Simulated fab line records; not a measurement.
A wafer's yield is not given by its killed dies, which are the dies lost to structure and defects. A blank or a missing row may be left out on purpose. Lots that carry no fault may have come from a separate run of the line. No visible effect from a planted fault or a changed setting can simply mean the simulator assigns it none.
The same fault as seen by 2 desks -- flow sky130 -- each desk holds nothing but its own numbers, with what lay behind them at the end

FROM THE METROLOGY DESK
What the gauges read, lot by lot, whatever tool the lot ran on: means of the sampled wafers that have a number. A lot is out of limits, marked OUT, if its mean lies more than 4 standard deviations from the usual mean; the brackets give that distance.
Columns: A = FIELD_ISO_OXIDATION_01_THK at SKY_FIELD_ISO_THK_MEAS_23, usual 10.04 nm; B = FIELD_ISO_CVD_24_THK at SKY_FIELD_ISO_THK_MEAS_25, usual 598 nm; C = cd-nm at SKY_VT_ADJUST_NCORE_CD_MEAS_07, usual 380.5 nm
lot,first seen here,A,B,C
L832,day 2 13:10,9.59,592,381.2
L835,day 3 04:26,10.23,605,378.6
L838,day 3 19:49,10.39,591,378.5
L840,day 4 05:07,10.04,592,383.0
L843,day 4 21:37,9.92,606,381.4
L844,day 5 02:58,9.89,592,380.2
L845,day 5 07:31,9.98,603,382.7
L846,day 5 13:47,9.89,594,380.3
L847,day 5 18:03,9.93,593,377.2
L849,day 6 06:46,9.93,594,380.4
L853,day 7 02:07,10.01,605,380.6
L854,day 7 08:49,10.21,600,382.6
This desk's verdict: no lot among the 12 shows anything out of limits.

FOR THE TOOL OWNER'S DESK: litho-track-04
The tool's own readings at SKY_NWELL_COAT_05 (resist thk 3000 nm): means of the sampled wafers that have a number, for each lot that ran on this tool. A lot is out of limits, marked OUT, if its mean lies more than 4 standard deviations from the usual mean; the brackets give that distance.
Columns: A = spin-speed-rpm at SKY_NWELL_COAT_05, usual 1999.9 rpm
lot,first seen here,A
L832,day 4 13:55,2000.6
L838,day 5 20:22,1999.8
L843,day 7 00:38,2000.3
L844,day 7 04:26,1999.2
L845,day 7 10:45,2000.1
L846,day 7 16:33,1998.8
L847,day 7 22:51,2000.8
This desk's verdict: no lot among the 7 shows anything out of limits.

BROUGHT TOGETHER
Nothing out of limits was seen by the metrology desk.
Nothing out of limits was seen by the tool owner's desk.

WHAT THE SIMULATOR HAD INSERTED
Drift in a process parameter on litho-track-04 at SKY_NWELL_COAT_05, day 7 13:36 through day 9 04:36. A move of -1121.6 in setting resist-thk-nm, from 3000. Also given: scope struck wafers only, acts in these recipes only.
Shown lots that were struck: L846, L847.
